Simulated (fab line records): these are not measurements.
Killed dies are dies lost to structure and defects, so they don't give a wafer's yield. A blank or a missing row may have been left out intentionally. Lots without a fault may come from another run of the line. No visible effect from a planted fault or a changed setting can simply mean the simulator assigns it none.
fab line records    flow sky130
[record] lots = 11  wafers = 33  last_day = 50
route steps=708 shown FIELD_ISO@24 NWELL@34 PAD_OPEN@708
lots untouched by any fault: they come from a run of this same line in which no faults occurred
start_h: hours from the record's opening day to when the first of the lot's shown wafers began    wait_h: hours since the lot's step before    " as in the row above    L1.1+2: a single row standing in for several wafers    - no value, or no start was given    * or withheld: withheld    < > ~ a bound
route shown NAME@n: a module of which the file shows steps, and the number in the route of the first    usual: mean and standard deviation over wafers with no fault    same: alike in all rows    chamber/n: place in a boat    sites: each site's reading    _std_site: the standard deviation of these    _edge_site: the outer-site mean with the inner-site mean subtracted    radius_mm: how far each site lies from the wafer's centre    mask NAME#n: copy n    behind: the last tool/chamber to shape the wafer    hold: why the lot went on hold/how many hours it stayed there/how the hold came to an end    device: transistor that didn't switch, given as n, p or np    end of line: tests of these same wafers at the route's end    a step with no rows: only its recipe    killed: not the wafer's yield, but the dies lost to structure and defects at the first sort    map: per-die view of a wafer (x killed, . not killed, _ where there is no die)
set.NAME: setting as actually run; set.NAME@STEP: the setting as run at that earlier step    model.NAME: the simulator's own value behind a step, which no gauge read
the route's steps for a sample of lots (tables are steps, rows are wafers)
services: a tool's chamber out of use, with start hour (start_h, from the record's first day; less than 0 if before it), hours out, and reason
[[steps]]
[step SKY_FIELD_ISO_THK_MEAS_23]
[recipe] reads = SiO2_of_FIELD_ISO_OXIDATION_22
[usual] FIELD_ISO_OXIDATION_01_THK = 10.09/0.19
lot.wafer  tool           chamber  start_h  wait_h  FIELD_ISO_OXIDATION_01_THK[nm]
L937.1     film_metro-03  -        29.87    0.0     10.11
L937.4     "              -        "        "       10.27
L937.6     "              -        "        "       10.28
L940.1     film_metro-03  -        50.22    0.0     10.38
L940.5     "              -        "        "       10.36
L940.6     "              -        "        "       10.34
L945.1     film_metro-03  -        70.56    0.0     10.05
L945.2     "              -        "        "       10.13
L945.4     "              -        "        "       10.03
L947.2     film_metro-01  -        83.54    0.0     9.95
L947.3     "              -        "        "       10.03
L947.6     "              -        "        "       9.92
L954.1     film_metro-03  -        123.48   0.0     10.11
L954.3     "              -        "        "       10.09
L954.6     "              -        "        "       10.09
L955.1     film_metro-01  -        123.48   0.0     10.21
L955.4     "              -        "        "       10.10
L955.6     "              -        "        "       10.19
L956.1     film_metro-01  -        133.35   0.0     10.09
L956.4     "              -        "        "       10.33
L956.6     "              -        "        "       10.27
L957.2     film_metro-03  -        142.55   0.0     10.05
L957.5     "              -        "        "       9.69
L957.6     "              -        "        "       9.74
L958.3     film_metro-02  -        142.56   0.0     9.86
L958.4     "              -        "        "       9.91
L958.5     "              -        "        "       10.01
L959.1     film_metro-02  -        152.27   0.0     9.62
L959.2     "              -        "        "       9.76
L959.3     "              -        "        "       9.68
L960.1     film_metro-03  -        153.44   0.0     9.88
L960.3     "              -        "        "       10.12
L960.6     "              -        "        "       10.11
[step SKY_NWELL_THK_MEAS_02]
[recipe] reads = SiO2_of_NWELL_OXIDATION_01
[usual] NWELL_OXIDATION_THK = 10.00/0.22
lot.wafer  tool           chamber  start_h  wait_h  NWELL_OXIDATION_THK[nm]
L937.1     film_metro-04  -        34.35    0.0     10.13
L937.4     "              -        "        "       10.25
L937.6     "              -        "        "       10.32
L940.1     film_metro-04  -        54.53    0.0     9.65
L940.5     "              -        "        "       9.75
L940.6     "              -        "        "       9.71
L945.1     film_metro-04  -        75.17    0.0     10.30
L945.2     "              -        "        "       10.27
L945.4     "              -        "        "       10.24
L947.2     film_metro-01  -        90.14    0.0     10.50
L947.3     "              -        "        "       10.23
L947.6     "              -        "        "       10.40
L954.1     film_metro-01  -        139.01   0.0     9.94
L954.3     "              -        "        "       9.86
L954.6     "              -        "        "       9.88
L955.1     film_metro-04  -        139.02   0.0     9.74
L955.4     "              -        "        "       9.78
L955.6     "              -        "        "       9.89
L956.1     film_metro-03  -        145.45   0.0     9.71
L956.4     "              -        "        "       9.70
L956.6     "              -        "        "       9.66
L958.3     film_metro-04  -        149.71   0.0     9.99
L958.4     "              -        "        "       10.01
L958.5     "              -        "        "       9.74
L957.2     film_metro-04  -        151.09   0.0     9.85
L957.5     "              -        "        "       9.78
L957.6     "              -        "        "       9.71
L959.1     film_metro-01  -        158.35   0.0     10.17
L959.2     "              -        "        "       10.02
L959.3     "              -        "        "       10.00
L960.1     film_metro-04  -        158.35   0.0     9.84
L960.3     "              -        "        "       10.09
L960.6     "              -        "        "       9.76
[step SKY_NWELL_EXPOSE_07]
[recipe] mask_id = NWM  na = 0.6  source_shape = conventional  sigma_outer = 0.6  polarization = unpolarized  target_cd_nm = 840  dose_mj = 255
[usual] stage_vel_mm_s = 499.99/0.27
lot.wafer  tool              chamber  start_h  wait_h  mask     stage_vel_mm_s
L937.1     iline_stepper-01  0        73.86    -       NWM#0    500.42
L937.4     "                 0        "        "       NWM#0    500.00
L937.6     "                 0        "        "       NWM#0    500.41
L940.1     iline_stepper-02  0        95.38    -       NWM#0    499.96
L940.5     "                 0        "        "       NWM#0    500.12
L940.6     "                 0        "        "       NWM#0    499.87
L945.1     iline_stepper-01  0        118.97   -       NWM#0    499.90
L945.2     "                 0        "        "       NWM#0    500.07
L945.4     "                 0        "        "       NWM#0    499.83
L947.2     iline_stepper-01  0        133.82   -       HVTPM#0  500.19
L947.3     "                 0        "        "       HVTPM#0  499.82
L947.6     "                 0        "        "       HVTPM#0  500.23
L954.1     iline_stepper-01  0        189.05   -       NWM#0    500.05
L954.3     "                 0        "        "       NWM#0    500.38
L954.6     "                 0        "        "       NWM#0    499.93
L955.1     iline_stepper-02  0        189.35   -       NWM#0    499.94
L955.4     "                 0        "        "       NWM#0    499.65
L955.6     "                 0        "        "       NWM#0    499.83
L956.1     iline_stepper-02  0        195.47   -       NWM#0    500.05
L956.4     "                 0        "        "       NWM#0    499.85
L956.6     "                 0        "        "       NWM#0    500.06
L958.3     iline_stepper-02  0        200.89   -       NWM#0    499.89
L958.4     "                 0        "        "       NWM#0    500.42
L958.5     "                 0        "        "       NWM#0    500.16
L957.2     iline_stepper-02  0        201.39   -       NWM#0    499.95
L957.5     "                 0        "        "       NWM#0    500.00
L957.6     "                 0        "        "       NWM#0    499.94
L960.1     iline_stepper-02  0        209.97   -       NWM#0    500.06
L960.3     "                 0        "        "       NWM#0    499.75
L960.6     "                 0        "        "       NWM#0    499.69
L959.1     iline_stepper-01  0        210.68   -       NWM#0    499.60
L959.2     "                 0        "        "       NWM#0    499.81
L959.3     "                 0        "        "       NWM#0    499.77
[step SKY_NWELL_OVL_MEAS_10]
[usual] NWELL_00_OVL = 0.1/1.3
lot.wafer  tool        chamber  start_h  wait_h  NWELL_00_OVL[nm]
L937.1     overlay-01  -        81.77    -       1.7
L937.4     "           -        "        "       -0.1
L937.6     "           -        "        "       0.9
L940.1     overlay-02  -        104.12   -       -0.1
L940.5     "           -        "        "       -1.8
L940.6     "           -        "        "       -0.3
L945.1     overlay-01  -        127.69   -       0.6
L945.2     "           -        "        "       -0.2
L945.4     "           -        "        "       -0.4
L947.2     overlay-02  -        142.63   -       -
L947.3     "           -        "        "       -
L947.6     "           -        "        "       -
L954.1     overlay-02  -        198.87   -       0.4
L954.3     "           -        "        "       0.2
L954.6     "           -        "        "       1.0
L955.1     overlay-02  -        199.22   -       0.9
L955.4     "           -        "        "       2.5
L955.6     "           -        "        "       0.6
L956.1     overlay-01  -        205.97   -       0.1
L956.4     "           -        "        "       1.9
L956.6     "           -        "        "       0.3
L958.3     overlay-01  -        211.98   -       1.5
L958.4     "           -        "        "       3.0
L958.5     "           -        "        "       0.4
L957.2     overlay-01  -        212.67   -       -3.0
L957.5     "           -        "        "       -1.3
L957.6     "           -        "        "       -1.1
L960.1     overlay-01  -        220.97   -       1.2
L960.3     "           -        "        "       0.5
L960.6     "           -        "        "       1.3
L959.1     overlay-01  -        221.49   -       -0.1
L959.2     "           -        "        "       -0.4
L959.3     "           -        "        "       1.2
[step SKY_NWELL_STRIP_14]
[recipe] chemistry = O2/N2  power_w = 1400  pressure_mtorr = 1500  platen_temp_c = withheld  o2_flow_sccm = 3000  n2_flow_sccm = 300  overash_fraction = 0.5
[usual] drypump_motor_current_A = 5.76/0.26  oes_product_au = 0.722/0.0043  strip_time_to_endpoint_s = 37.02/0.11
lot.wafer  tool             chamber  start_h  wait_h  drypump_motor_current_A  oes_product_au  rf_hours_counter_h  strip_time_to_endpoint_s
L937.1     plasma_asher-02  1        82.25    0.1     6.02                     0.724           40                  37.03
L937.4     "                0        "        "       6.01                     0.716           -                   37.06
L937.6     "                1        "        "       6.04                     0.732           -                   37.05
L940.1     plasma_asher-04  1        104.60   0.1     5.30                     0.724           43                  37.06
L940.5     "                1        "        "       5.28                     0.727           -                   37.17
L940.6     "                0        "        "       5.50                     0.725           -                   37.23
L945.1     plasma_asher-03  0        128.17   0.1     5.86                     0.724           31                  36.92
L945.2     "                1        "        "       5.81                     0.722           31                  36.95
L945.4     "                1        "        "       5.80                     0.724           -                   37.04
L947.2     plasma_asher-04  0        143.11   0.1     5.53                     0.725           47                  37.15
L947.3     "                0        "        "       5.52                     0.730           -                   37.08
L947.6     "                0        "        "       5.51                     0.716           -                   36.93
L954.1     plasma_asher-03  1        199.35   0.1     5.74                     0.730           38                  36.90
L954.3     "                0        "        "       5.86                     0.732           -                   36.95
L954.6     "                1        "        "       5.74                     0.728           -                   36.92
L955.1     plasma_asher-02  0        199.70   0.1     6.00                     0.721           8                   36.83
L955.4     "                0        "        "       6.00                     0.728           -                   36.89
L955.6     "                0        "        "       6.00                     0.721           -                   36.91
L956.1     plasma_asher-03  0        206.46   0.1     5.86                     0.724           38                  36.87
L956.4     "                0        "        "       5.89                     0.722           -                   36.93
L956.6     "                1        "        "       5.74                     0.724           -                   36.96
L958.3     plasma_asher-04  0        212.49   0.1     5.53                     0.730           -                   37.15
L958.4     "                1        "        "       5.26                     0.718           -                   37.10
L958.5     "                1        "        "       5.28                     0.727           -                   37.11
L957.2     plasma_asher-03  0        213.15   0.1     5.84                     0.721           39                  37.00
L957.5     "                1        "        "       5.74                     0.727           -                   37.00
L957.6     "                0        "        "       5.84                     0.713           -                   37.02
L960.1     plasma_asher-02  0        221.46   0.1     6.00                     0.724           10                  37.22
L960.3     "                1        "        "       6.03                     0.717           -                   37.20
L960.6     "                1        "        "       6.02                     0.719           -                   37.20
L959.1     plasma_asher-03  1        221.97   0.1     5.79                     0.721           40                  37.00
L959.2     "                0        "        "       5.81                     0.720           40                  37.01
L959.3     "                1        "        "       5.75                     0.723           -                   37.00
[step SKY_NWELL_TW_MEAS_15]
[usual] NWELL_TW = 1808/18
lot.wafer  tool           chamber  start_h  wait_h  NWELL_TW
L937.1     film_metro-04  -        82.35    0.1     1800
L937.4     "              -        "        "       1799
L937.6     "              -        "        "       1796
L940.1     film_metro-03  -        104.70   0.1     1782
L940.5     "              -        "        "       1794
L940.6     "              -        "        "       1798
L945.1     film_metro-01  -        128.27   0.1     1835
L945.2     "              -        "        "       1836
L945.4     "              -        "        "       1819
L947.2     film_metro-04  -        143.22   0.1     30
L947.3     "              -        "        "       30
L947.6     "              -        "        "       30
L954.1     film_metro-04  -        199.45   0.1     1796
L954.3     "              -        "        "       1785
L954.6     "              -        "        "       1792
L955.1     film_metro-04  -        199.80   0.1     1795
L955.4     "              -        "        "       1789
L955.6     "              -        "        "       1791
L956.1     film_metro-01  -        206.56   0.1     1848
L956.4     "              -        "        "       1842
L956.6     "              -        "        "       1837
L958.3     film_metro-01  -        212.57   0.1     1827
L958.4     "              -        "        "       1825
L958.5     "              -        "        "       1828
L957.2     film_metro-03  -        213.26   0.1     1793
L957.5     "              -        "        "       1780
L957.6     "              -        "        "       1783
L960.1     film_metro-03  -        221.56   0.1     1797
L960.3     "              -        "        "       1801
L960.6     "              -        "        "       1796
L959.1     film_metro-03  -        222.07   0.1     1789
L959.2     "              -        "        "       1798
L959.3     "              -        "        "       1800
[step SKY_PAD_OPEN_PROBE_99]
[usual] killed_at_M0_to_M3 = 43/6.2  killed_at_M4_up = 2.8/1.7  killed_at_contacts = 24/4.8  killed_at_front_end = 15/4.3  killed_at_other = 0.3/0.55  killed_dies = 85/8.4  killed_on_rim = 17/3.8  killed_open = 46/6.7  killed_short = 38/6.2
[same] gross_dies = 492  killed_at_back_side = 0
lot.wafer  tool       chamber  start_h  wait_h  killed_at_M0_to_M3  killed_at_M4_up  killed_at_contacts  killed_at_front_end  killed_at_other  killed_dies  killed_on_rim  killed_open  killed_short
L940.1     prober-02  -        1089.25  0.1     40                  3                32                  13                   0                88           13             45           43
L940.5     prober-02  -        1089.45  0.2     39                  3                26                  14                   0                82           16             34           48
L940.6     prober-02  -        1089.50  0.2     36                  5                15                  11                   0                67           15             34           33
L947.2     prober-01  -        1131.65  0.1     41                  4                25                  421                  1                492          96             36           46
L947.3     prober-01  -        1131.70  0.2     48                  1                21                  422                  0                492          96             50           36
L947.6     prober-01  -        1131.85  0.2     31                  2                22                  437                  0                492          96             41           33
L956.1     prober-01  -        1193.59  0.1     33                  6                29                  19                   0                87           19             46           41
L956.4     prober-01  -        1193.74  0.2     47                  1                18                  12                   0                78           14             51           27
L956.6     prober-01  -        1193.84  0.2     48                  4                13                  19                   1                85           17             49           35
L955.1     prober-02  -        1194.37  0.1     35                  7                31                  12                   0                85           12             49           36
L955.4     prober-02  -        1194.52  0.2     33                  2                28                  14                   0                77           14             39           38
L955.6     prober-02  -        1194.62  0.2     35                  2                19                  13                   0                69           12             43           26
// killed by level:class
L940.1 LI_CONTACT:geometric_particle:open=12 CONTACT:geometric_particle:open=10 VIA1:geometric_particle:open=7 VIA1:geometric_particle:short=6 VIA2:geometric_particle:open=6 VIA3:geometric_particle:open=6 FIELD_ISO:geometric_particle:short=5 CONTACT:geometric_particle:short=5
L940.5 METAL2:geometric_particle:short=9 LI_CONTACT:geometric_particle:short=7 LI_CONTACT:geometric_particle:open=7 FIELD_ISO:geometric_particle:short=6 CONTACT:geometric_particle:short=5 METAL1:geometric_particle:short=5 VIA1:geometric_particle:open=5 CONTACT:geometric_particle:open=4
L940.6 VIA1:geometric_particle:open=9 METAL2:geometric_particle:short=6 VIA2:geometric_particle:open=6 LOCAL_INTERCONNECT:geometric_particle:short=5 LI_CONTACT:geometric_particle:open=4 METAL4:geometric_particle:short=4 METAL1:geometric_particle:short=4 VIA3:geometric_particle:open=4
L947.2 NWELL:area_expose=410 CONTACT:geometric_particle:open=10 VIA1:geometric_particle:open=9 METAL1:geometric_particle:short=7 CONTACT:geometric_particle:short=6 VIA1:geometric_particle:short=6 FIELD_ISO:geometric_particle:open=4 VIA2:geometric_particle:open=4
L947.3 NWELL:area_expose=405 VIA1:geometric_particle:open=12 CONTACT:geometric_particle:open=9 VIA2:geometric_particle:open=8 METAL1:geometric_particle:short=7 LI_CONTACT:geometric_particle:open=7 VIA3:geometric_particle:open=7 VIA1:geometric_particle:short=5
L947.6 NWELL:area_expose=418 CONTACT:geometric_particle:open=8 VIA1:geometric_particle:short=6 VIA2:geometric_particle:open=6 CONTACT:geometric_particle:short=5 POLY_GATE:geometric_particle:open=5 FIELD_ISO:geometric_particle:open=4 FIELD_ISO:geometric_particle:short=4
L956.1 LI_CONTACT:geometric_particle:open=10 CONTACT:geometric_particle:open=7 METAL1:geometric_particle:short=7 VIA3:geometric_particle:open=7 VIA1:geometric_particle:open=6 CONTACT:geometric_particle:short=5 METAL4:geometric_particle:short=5 FIELD_ISO:geometric_particle:open=4
L956.4 VIA1:geometric_particle:open=13 VIA3:geometric_particle:open=8 LI_CONTACT:geometric_particle:open=7 CONTACT:geometric_particle:open=6 VIA2:geometric_particle:open=5 POLY_GATE:geometric_particle:short=4 METAL1:geometric_particle:short=4 METAL1:geometric_particle:open=4
L956.6 VIA3:geometric_particle:open=10 VIA1:geometric_particle:open=7 VIA2:geometric_particle:open=5 CONTACT:geometric_particle:open=5 FIELD_ISO:geometric_particle:short=4 POLY_GATE:geometric_particle:short=4 LI_CONTACT:geometric_particle:open=4 VIA2:geometric_particle:short=4
L955.1 CONTACT:geometric_particle:open=10 VIA1:geometric_particle:open=9 CONTACT:geometric_particle:short=8 LI_CONTACT:geometric_particle:open=7 VIA2:geometric_particle:open=6 FIELD_ISO:geometric_particle:open=5 VIA2:geometric_particle:short=4 POLY_GATE:geometric_particle:open=3
L955.4 CONTACT:geometric_particle:open=10 VIA2:geometric_particle:open=8 VIA1:geometric_particle:open=7 CONTACT:geometric_particle:short=6 LOCAL_INTERCONNECT:geometric_particle:short=5 LI_CONTACT:geometric_particle:short=4 METAL1:geometric_particle:short=4 METAL2:geometric_particle:short=4
L955.6 CONTACT:geometric_particle:open=10 VIA1:geometric_particle:open=7 LI_CONTACT:geometric_particle:open=6 VIA3:geometric_particle:open=6 METAL1:geometric_particle:short=5 VIA1:geometric_particle:short=4 VIA2:geometric_particle:open=4 METAL2:geometric_particle:short=4
[[services]]
tool              chamber  start_h  hours  kind
iline_stepper-01  -        60.52    1.5    repair
iline_stepper-02  -        62.03    1.7    pm
iline_stepper-01  -        64.88    -      calibration
iline_stepper-02  -        72.06    7.8    repair
plasma_asher-02   -        108.82   9.0    pm
plasma_asher-02   0        108.82   9.0    vent_cycle
plasma_asher-02   1        108.82   9.0    vent_cycle
plasma_asher-02   0        117.82   -      clean
plasma_asher-02   1        117.82   -      clean
iline_stepper-02  -        145.31   2.4    repair
iline_stepper-02  0        161.44   -      calibration
plasma_asher-04   -        180.69   1.7    repair
iline_stepper-02  -        191.80   2.1    pm
iline_stepper-02  -        193.89   -      consumable_replace:lamp
plasma_asher-03   -        201.46   2.2    repair
iline_stepper-01  -        208.71   1.7    pm
[[key]]
[first_sign] step = SKY_NWELL_EXPOSE_07  reading = mask  direction = changed
[effect] step = SKY_NWELL_OVL_MEAS_10  reading = NWELL_00_OVL  direction = missing
[effect] step = SKY_NWELL_TW_MEAS_15  reading = NWELL_TW  direction = down  sigmas = 99  usual = 1808  struck = 30
[effect] step = SKY_PAD_OPEN_PROBE_99  reading = killed_at_front_end  direction = up  sigmas = 97  usual = 15  struck = 427
[more_kills_born_at] SKY_NWELL_EXPOSE_07@iline_stepper-01 = 1233
met_at SKY_NWELL_EXPOSE_07
struck_lots L947
tester_left_out L947
not_acting_at SKY_FIELD_ISO_THK_MEAS_23,SKY_NWELL_THK_MEAS_02,SKY_NWELL_STRIP_14
onset_between 118.97 133.82
[fault] kind = wrong_mask  tool = any  chamber = -  onset_h = 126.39  steps = SKY_NWELL_EXPOSE_07  aux_copy = HVTPM#0  scope = struck_lots_only
// tester_left_out: of these lots the tester's yield and bins aren't shown, on N5 and GAA mostly nor the transistor test; their killed dies are dies lost to structure and defects alone, not to doping, threshold or leakage, so they don't give the yield
